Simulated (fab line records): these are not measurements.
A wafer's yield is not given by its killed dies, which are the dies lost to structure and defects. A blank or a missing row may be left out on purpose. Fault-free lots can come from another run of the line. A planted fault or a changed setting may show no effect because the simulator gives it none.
Code-filled problem report in 8D (eight disciplines) form :: flow sky130 :: the parts of the form that need people (team, actions taken, sign-off) are left out

1. PROBLEM STATEMENT
Wafers without a fault read 0.3999 Pa, standard deviation 0.0008; chamber-pressure-pa at SKY_METAL2_SPUTTER_04 reads a mean of 0.2905 Pa on 9 wafers belonging to 3 lots. So: -99 or more standard deviations from the usual mean.
The step: material TiN, target thk 70 nm, time 58.3 s.
The first sign was on wafer L653.2 at day 38 09:03, on pvd-sputter-02. At this step, 21 wafers from 7 lots have a number in the record. Rule for "out" (also "out of limits"): further than 4 standard deviations from the usual mean. All remaining wafers that have a number are taken as sound.

2. WHAT IT IS, AND WHAT IT ISN'T
question: which readings at this step
is: chamber-pressure-pa
is not: -

question: which lots
is: L653, L654, L655
is not: L640, L649, L661, L662

question: which wafers of those lots
is: all that have a number
is not: -

question: read on which tools
is: pvd-sputter-02
is not: pvd-sputter-01, pvd-sputter-04

question: when
is: from day 38 09:03
is not: up to then (6 sound wafers); but 6 sound wafers of L661, L662 came after

3. THE SUSPECTS, EACH WITH WHAT RULES IT OUT
Counting: any tool at a process step up to the reading is kept as a suspect provided that every lot that is out went through it and no sound lot did after the first of them.
- pvd-sputter-02 at SKY_METAL2_SPUTTER_00 (material Ti, target thk 15 nm, time 10 s): kept. It processed each lot that is out, first L653 at day 38 08:58, and no sound lot thereafter; up to then, the last sound lot it processed was L649 at day 37 04:44.
- pvd-sputter-02 at SKY_METAL2_SPUTTER_01 (material TiN, target thk 20 nm, time 16.7 s): kept. It processed each lot that is out, first L653 at day 38 08:59, and no sound lot thereafter; up to then, the last sound lot it processed was L649 at day 37 04:46.
- pvd-sputter-02 at SKY_METAL2_SPUTTER_03 (material Ti, target thk 5 nm, time 3.3 s): kept. It processed each lot that is out, first L653 at day 38 09:02, and no sound lot thereafter; up to then, the last sound lot it processed was L649 at day 37 04:49.
- pvd-sputter-02 at SKY_METAL2_SPUTTER_04 (material TiN, target thk 70 nm, time 58.3 s): kept. It processed each lot that is out, first L653 at day 38 09:03, and no sound lot thereafter; up to then, the last sound lot it processed was L649 at day 37 04:50. Its own chamber-pressure-pa readings are out on those wafers.
Left after counting: pvd-sputter-02 at SKY_METAL2_SPUTTER_00, pvd-sputter-02 at SKY_METAL2_SPUTTER_01, pvd-sputter-02 at SKY_METAL2_SPUTTER_03, pvd-sputter-02 at SKY_METAL2_SPUTTER_04.

4. THE CAUSE (what the simulator had put in)
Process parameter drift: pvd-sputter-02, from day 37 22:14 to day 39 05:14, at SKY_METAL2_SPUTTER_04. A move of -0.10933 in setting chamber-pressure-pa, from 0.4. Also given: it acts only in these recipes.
After counting, 4 suspects remain, this tool included.

5. THE EFFECT CHAIN, in route order
Each row: a reading whose mean over the struck wafers that have a number lies more than 3 standard deviations from the usual. Only readings whose record carries a usual standard deviation are examined. hours: median over the lots of the time between each lot's start at the first step of this table that gives one and its start at this step. sigmas: the change, counted in usual standard deviations.
hours: 0
step: SKY_METAL2_SPUTTER_04
reading: chamber-pressure-pa
usual: 0.3999 Pa
on struck wafers: 0.2905
change: -0.1094
sigmas: -99 or more

hours: 0
step: SKY_METAL2_SPUTTER_04
reading: throttle-valve-pct
usual: 29.8 %
on struck wafers: 34.8
change: +5.0
sigmas: +4.5
The process steps in it:
- SKY_METAL2_SPUTTER_04: material TiN, target thk 70 nm, time 58.3 s.
Later steps that measure or inspect, where all struck wafers having a row at the step show a number for every such reading and not one has moved that far: SKY_METAL2_RS_MEAS_05, SKY_METAL2_THK_MEAS_06, SKY_METAL2_CD_MEAS_15, SKY_METAL2_OVL_MEAS_16.

6. HOW IT WOULD HAVE BEEN CAUGHT EARLIER
In this record the first reading out of limits was taken at day 38 09:03, 11 hours after the fault began at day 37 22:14.
